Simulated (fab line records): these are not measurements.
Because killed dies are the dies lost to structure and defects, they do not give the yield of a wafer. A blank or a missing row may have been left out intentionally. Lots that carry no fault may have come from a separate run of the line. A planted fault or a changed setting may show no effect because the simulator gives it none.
Comparing a struck lot with a sound one || flow gf180mcu || 27 out of 602 route steps
Sound: wafers L972.1, L972.2, L972.5. Wafers struck: L977.3, L977.4, L977.5. Last of all comes the cause.
For every step that has rows: the tool of each side, followed by ch and its chambers, followed by its first start. Under that, the readings that differ: sound wafers || struck wafers || difference of the means || sigmas: that difference in standard deviations of wafers without a fault.
alike: same words and numbers on both sides, and readings whose means sit less than 2 such deviations apart. not compared: any withheld reading, any reading some wafer has no value for, any bound like >300 that may hide the same value, and any number with overlapping values for which the record gives no deviation.
A row with sigmas, a row that says differs or no value, or rows on one side alone: a step with any of these is where the two part. Numbers that don't overlap but have no deviation are shown without sigmas and don't part them. Lack of a reading on every wafer of one side parts them only where that side has two or more wafers.

GF_DNWELL_STRIP_08: strips in O2/N2.
  sound on plasma_asher-03 ch 0,1, day 3 09:52; struck on plasma_asher-03 ch 0,1, day 4 13:08
  alike: chamber_pressure_mTorr, drypump_motor_current_A, heater_power_w, oes_product_au, strip_time_to_endpoint_s
  not compared: rf_hours_counter_h
GF_DNWELL_TW_MEAS_09:
  sound on film_metro-02, day 3 09:58; struck on film_metro-04, day 4 13:13
  alike: DNWELL_TW
then, 7 steps without rows for these wafers: GF_NWELL_DEHYDRATE_00 (time 60 s); GF_NWELL_HMDS_01 (prime time 60 s); GF_NWELL_COAT_02 (resist thk 3000 nm); GF_NWELL_SOFTBAKE_03; GF_NWELL_EXPOSE_04 (exposes mask Nwell, target cd 860 nm); GF_NWELL_PEB_05; GF_NWELL_DEVELOP_06 (develop time 60 s).
GF_NWELL_OVL_MEAS_07:
  sound on overlay-01, day 3 22:27; struck on overlay-02, day 5 03:13
  alike: NWELL_OVL
then, 2 steps without rows for these wafers: GF_NWELL_IMPLANT_08; GF_NWELL_IMPLANT_09.
GF_NWELL_STRIP_10: strips in O2/N2.
  sound on plasma_asher-01 ch 0,1, day 3 22:47; struck on plasma_asher-04 ch 0,1, day 5 03:34
  no value came back on the struck wafers for any of 5 readings (chamber_pressure_mTorr (mTorr), drypump_motor_current_A (A) and others); on the sound wafers chamber_pressure_mTorr (mTorr) reads 1500.3 1500.1 1500.2
{"reading": "model.coat_of_NWELL_COAT_02.thk_nm (nm)", "sound": "0 0 0", "struck": "3018 3014 3015", "difference": "+3016", "sigmas": ""}
  not compared: rf_hours_counter_h
GF_NWELL_TW_MEAS_11:
  sound on film_metro-01, day 3 22:53; struck on film_metro-04, day 5 03:40
  alike: NWELL_TW
then, 7 steps without rows for these wafers: GF_LVPWELL_DEHYDRATE_00 (time 60 s); GF_LVPWELL_HMDS_01 (prime time 60 s); GF_LVPWELL_COAT_02 (resist thk 3000 nm); GF_LVPWELL_SOFTBAKE_03; GF_LVPWELL_EXPOSE_04 (exposes mask LVPWELL, target cd 600 nm); GF_LVPWELL_PEB_05; GF_LVPWELL_DEVELOP_06 (develop time 60 s).
GF_LVPWELL_OVL_MEAS_07:
  sound on overlay-02, day 4 12:15; struck on overlay-01, day 5 17:52
  alike: LVPWELL_OVL
then, 2 steps without rows for these wafers: GF_LVPWELL_IMPLANT_08; GF_LVPWELL_IMPLANT_09.
GF_LVPWELL_STRIP_10: strips in O2/N2.
  sound on plasma_asher-03 ch 0,1, day 4 12:35; struck on plasma_asher-03 ch 0,1, day 5 18:13
{"reading": "oes_product_au (a.u.)", "sound": "0.721 0.725 0.721", "struck": "0.729 0.729 0.748", "difference": "+0.013", "sigmas": "+3"}
{"reading": "strip_time_to_endpoint_s (s)", "sound": "36.98 36.94 37.00", "struck": "81.62 81.42 81.58", "difference": "+44.57", "sigmas": "+99 or more"}
  alike: chamber_pressure_mTorr, drypump_motor_current_A, heater_power_w
  not compared: rf_hours_counter_h
GF_LVPWELL_TW_MEAS_11:
  sound on film_metro-04, day 4 12:41; struck on film_metro-04, day 5 18:19
{"reading": "LVPWELL_TW", "sound": "560 561 559", "struck": "30 30 30", "difference": -530, "sigmas": "-99 or more"}
then, 1 step without rows for these wafers: GF_MVSD_DEHYDRATE_00 (time 60 s).

## WHERE THEY PART
First at GF_NWELL_STRIP_10; last, within this record, at GF_LVPWELL_TW_MEAS_11.

WHY: the cause the simulator had injected
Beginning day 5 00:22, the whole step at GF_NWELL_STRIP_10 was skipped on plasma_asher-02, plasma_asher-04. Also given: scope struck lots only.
